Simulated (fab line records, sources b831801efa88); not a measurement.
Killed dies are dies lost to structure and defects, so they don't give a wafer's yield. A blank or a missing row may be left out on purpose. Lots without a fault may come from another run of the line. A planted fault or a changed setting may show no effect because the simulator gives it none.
One fault seen from 2 desks | flow sky130 | each desk has only its own numbers; what lay behind them comes last

THE METROLOGY DESK
What the gauges read, lot by lot, whatever tool the lot ran on: means of the sampled wafers that have a number. A lot is out of limits, marked OUT, if its mean lies more than 4 standard deviations from the usual mean; the brackets give that distance.
Columns: A = LI_CONTACT_W_RS at SKY_LI_CONTACT_RS_MEAS_22, usual 0.304 ohm/sq; B = LI_CONTACT_W_THK at SKY_LI_CONTACT_THK_MEAS_23, usual 389 nm; C = LOCAL_INTERCONNECT_TIN_RS at SKY_LOCAL_INTERCONNECT_RS_MEAS_01, usual 14.08 ohm/sq; D = LOCAL_INTERCONNECT_TIN_THK at SKY_LOCAL_INTERCONNECT_THK_MEAS_02, usual 99.1 nm; E = cd_nm at SKY_LOCAL_INTERCONNECT_CD_MEAS_11, usual 170.2 nm; F = LOCAL_INTERCONNECT_OVL at SKY_LOCAL_INTERCONNECT_OVL_MEAS_12, usual -1 nm
lot  | first seen here | A     | B   | C     | D     | E     | F
L884 | day 29 13:04    | 0.306 | 386 | 14.02 | 99.1  | 169.4 | -4
L892 | day 32 17:53    | 0.303 | 391 | 13.89 | 101.1 | 166.2 | 6
L898 | day 34 05:54    | 0.309 | 382 | 14.20 | 97.8  | 170.0 | 6
L901 | day 35 11:50    | 0.304 | 387 | 14.12 | 98.8  | 172.9 | -2
L903 | day 35 17:32    | 0.307 | 390 | 13.98 | 98.6  | 171.9 | -4
L906 | day 36 15:29    | 0.307 | 389 | 14.23 | 97.7  | 171.4 | 0
This desk's finding: nothing out of limits on any of the 6 lots.

THE TOOL OWNER'S DESK: litho_track-04
The tool's own readings at SKY_LOCAL_INTERCONNECT_COAT_06 (resist thk 450 nm): means of the sampled wafers that have a number, for each lot that ran on this tool. A lot is out of limits, marked OUT, if its mean lies more than 4 standard deviations from the usual mean; the brackets give that distance.
Columns: A = spin_speed_rpm at SKY_LOCAL_INTERCONNECT_COAT_06, usual 2999.9 rpm
lot  | first seen here | A
L892 | day 33 07:00    | 3003.1
L901 | day 36 00:00    | 2930.5 (-29) OUT
L906 | day 37 04:00    | 2931.2 (-29) OUT
This desk's finding: out of limits on L901, L906; first on L901, day 36 00:00 (spin_speed_rpm at SKY_LOCAL_INTERCONNECT_COAT_06). In limits: L892.

PUT TOGETHER
The tool owner's desk could have raised an alarm at day 36 00:00, on L901, L906.
The metrology desk saw nothing out of limits.
The metrology desk has L901, L906 on record, within its limits.
Of the lots named, all ran SKY_LOCAL_INTERCONNECT_COAT_06 on litho_track-04.

WHAT THE SIMULATOR HAD PUT IN
Process parameter drift: litho_track-04, from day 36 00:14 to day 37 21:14, at SKY_LOCAL_INTERCONNECT_COAT_06. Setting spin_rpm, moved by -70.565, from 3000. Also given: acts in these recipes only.
Lots struck among those shown: L901, L906.
